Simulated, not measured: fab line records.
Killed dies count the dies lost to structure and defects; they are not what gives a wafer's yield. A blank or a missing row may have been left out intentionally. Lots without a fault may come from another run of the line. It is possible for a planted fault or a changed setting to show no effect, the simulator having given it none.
Comparing a struck lot with a sound one || flow sky130 || 15 steps out of a route of 708
Sound: these wafers, L235.1, L235.4, L235.5. Wafers struck: L246.2, L246.3, L246.6. At the end, the cause is stated.
At each step with rows: each side's tool, then ch and its chambers, then its first start. Under that, the readings that differ: sound wafers || struck wafers || difference of the means || sigmas: that difference in standard deviations of wafers without a fault.
alike: a reading whose means differ by less than 2 such deviations, as well as words and numbers matching on both sides. not compared: withheld readings; readings where some wafer has no value; bounds like >300 that might hide an equal value; numbers whose values overlap and for which the record gives no deviation.
A row with sigmas, a row that says differs or no value, or rows on one side alone: a step with any of these is where the two part. Numbers that have no deviation but don't overlap get no sigmas and don't part them. A reading missing from all wafers of one side parts the sides only when that side holds two or more wafers.

SKY_NWELL_RS_MEAS_29: a four-point-probe measurement.
  sound on film-metro-04, day 6 23:07; struck on film-metro-03, day 9 16:07
  alike: NWELL_RS
SKY_NWELL_RS_MEAS_31: a four-point-probe measurement.
  sound on film-metro-04, day 6 23:21; struck on film-metro-03, day 9 16:22
  alike: PWDE_RS
then, 7 steps without rows for these wafers: SKY_VT_ADJUST_HVTP_DEHYDRATE_00 (time 60 s); SKY_VT_ADJUST_HVTP_HMDS_01 (prime time 60 s); SKY_VT_ADJUST_HVTP_COAT_02 (resist thk 1140 nm); SKY_VT_ADJUST_HVTP_SOFTBAKE_03 (time 60 s); SKY_VT_ADJUST_HVTP_EXPOSE_04 (exposes mask HVTPM, target cd 380 nm); SKY_VT_ADJUST_HVTP_PEB_05; SKY_VT_ADJUST_HVTP_DEVELOP_06 (develop time 60 s).
SKY_VT_ADJUST_HVTP_CD_MEAS_07: target cd 380 nm.
  sound on cd-sem-02, day 7 21:00; struck on cd-sem-02, day 10 14:33
  alike: cd-nm
SKY_VT_ADJUST_HVTP_OVL_MEAS_08:
  sound on overlay-01, day 7 21:07; struck on overlay-01, day 10 14:39
  alike: VT_ADJUST_HVTP_OVL
SKY_VT_ADJUST_HVTP_IMPLANT_09:
  sound on implanter-01 ch 0, day 7 21:10; struck on implanter-03 ch 0, day 10 14:43
{"reading": "beam-energy-keV", "sound": "150.01 149.98 150.04", "struck": "168.36 168.32 168.38", "difference": "+18.34", "sigmas": "+99 or more"}
{"reading": "model.implant.rp-nm (nm)", "sound": "84.9 84.9 84.9", "struck": "96.37 96.37 96.37", "difference": "+11.47", "sigmas": ""}
{"reading": "model.implant.drp-nm (nm)", "sound": "33.4 33.4 33.4", "struck": "36.74 36.74 36.74", "difference": "+3.34", "sigmas": ""}
  alike: dose-ions-cm2
SKY_VT_ADJUST_HVTP_STRIP_10: strips in O2/N2.
  sound on plasma-asher-04 ch 0,1, day 7 21:19; struck on plasma-asher-04 ch 0,1, day 10 14:50
  alike: chamber-pressure-mTorr, drypump-motor-current-A, oes-product-au, strip-time-to-endpoint-s
  not compared: rf-hours-counter-h
SKY_VT_ADJUST_HVTP_TW_MEAS_11:
  sound on film-metro-03, day 7 21:25; struck on film-metro-04, day 10 15:10
{"reading": "VT_ADJUST_HVTP_TW", "sound": "1366 1366 1374", "struck": "1397 1408 1406", "difference": "+35", "sigmas": "+3"}
  not compared: hold
-- the record jumps here: 41 days lie between the struck wafers' starts before and after (it left off in module VT_ADJUST_HVTP and takes up again in module PAD_OPEN, whose first step shown is number 708 of the route) --
SKY_PAD_OPEN_PROBE_99:
  sound on prober-01, day 48 23:50; struck on prober-02, day 51 03:52
{"reading": "hold", "sound": "- - -", "struck": "await-dispo/1.9h/release await-dispo/1.9h/release await-dispo/1.9h/release", "difference": "no value on the sound wafers", "sigmas": ""}
{"reading": "model.etest.tip-p.rs-ohm-sq", "sound": "6818 6825 6806", "struck": "6337 6308 6287", "difference": -506, "sigmas": ""}
{"reading": "model.etest.pfet_01v8.r-on-ohm-um", "sound": "2835 2880 2824", "struck": "2660 2718 2632", "difference": -176, "sigmas": ""}
{"reading": "model.etest.pfet_01v8.drive-ua-um", "sound": "199.9 196 200.1", "struck": "218.7 215.1 220.2", "difference": "+19.3", "sigmas": ""}
{"reading": "model.etest.pfet_01v8_mvt.drive-ua-um", "sound": "157.5 155.7 160", "struck": "174.9 172.8 175", "difference": "+16.5", "sigmas": ""}
{"reading": "model.etest.pfet_01v8_hvt.drive-ua-um", "sound": "149.8 146.8 148.5", "struck": "162.9 158.4 162.8", "difference": "+13.0", "sigmas": ""}
{"reading": "model.etest.sram-pfet-latch.drive-ua-um", "sound": "148.3 146.7 148", "struck": "166.8 151.4 162.9", "difference": "+12.7", "sigmas": ""}
{"reading": "model.etest.pfet_01v8_mvt.off-log10-a-um", "sound": "-10.04 -10.04 -10.23", "struck": "-8.32 -8.337 -8.047", "difference": "+1.87", "sigmas": ""}
{"reading": "model.etest.pfet_01v8.off-log10-a-um", "sound": "-9.461 -9.622 -9.426", "struck": "-8.049 -8.153 -8.018", "difference": "+1.430", "sigmas": ""}
  alike: killed_at_M0_to_M3, killed_at_M4_up, killed-at-contacts, killed-at-front-end, killed-at-other, killed-dies, killed-open, killed-short

WHERE THEY PART
First at SKY_VT_ADJUST_HVTP_IMPLANT_09; last, within this record, at SKY_PAD_OPEN_PROBE_99.

WHY: whatever the simulator had introduced
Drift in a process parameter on implanter-03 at SKY_VT_ADJUST_HVTP_IMPLANT_09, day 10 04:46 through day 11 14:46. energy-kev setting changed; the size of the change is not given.
